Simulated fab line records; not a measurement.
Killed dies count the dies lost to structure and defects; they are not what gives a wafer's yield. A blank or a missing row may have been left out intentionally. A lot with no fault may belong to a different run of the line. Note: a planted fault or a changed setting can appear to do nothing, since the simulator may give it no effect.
Matching of chambers + flow gf180mcu + GF_MIM_CVD_05 on pecvd-02 has 3 sister chambers
The step deposits Si3N4, target thk 42 nm, time 29.086 s. 6 wafers are shown with their chamber, then 9 later ones without.

== WAFERS, EACH WITH ITS CHAMBER ==
| wafer  | chamber | heater_power_w (W) | temp_max_c (C) |
|--------|---------|--------------------|----------------|
| L080.3 | 1       | 586                | 400.11         |
| L086.3 | 2       | 465                | 400.39         |
| L086.4 | 0       | 758                | 400.29         |
| L092.1 | 0       | 754                | 399.69         |
| L092.3 | 2       | 483                | 400.02         |
| L092.4 | 1       | 564                | 400.44         |

== WAFERS MISSING THEIR CHAMBER ==
| wafer  | heater_power_w (W) | temp_max_c (C) |
|--------|--------------------|----------------|
| L093.2 | 704                | 399.96         |
| L093.3 | 502                | 399.89         |
| L093.4 | 509                | 400.16         |
| L095.2 | 769                | 400.20         |
| L095.3 | 457                | 400.35         |
| L095.6 | 490                | 400.58         |
| L097.2 | 737                | 400.56         |
| L097.5 | 482                | 399.37         |
| L097.6 | 548                | 400.23         |

== WHICH CHAMBER EACH ONE RAN IN ==
| wafer  | from the rows above | in truth |
|--------|---------------------|----------|
| L093.2 | 0                   | 0        |
| L093.3 | 2                   | 2        |
| L093.4 | 2                   | 2        |
| L095.2 | 0                   | 0        |
| L095.3 | 2                   | 2        |
| L095.6 | 2                   | 2        |
| L097.2 | 0                   | 0        |
| L097.5 | 2                   | 2        |
| L097.6 | 1                   | 1        |
9 of 9 placed correctly. From these rows, 0 cannot be placed. 0 placed wrongly.
How it was worked out, from the rows above alone: a wafer's distance from a chamber is the root of the sum, over the readings, of the square of ((its reading less the chamber's mean) divided by the reading's scatter). The wafer belongs to the nearest chamber; if the next one is less than 2 further off, it can't be placed. A chamber's mean is the mean of its shown wafers. The scatter: the root of (the sum of the squares of (reading less its chamber's mean) over the shown wafers, divided by (wafers less chambers)).
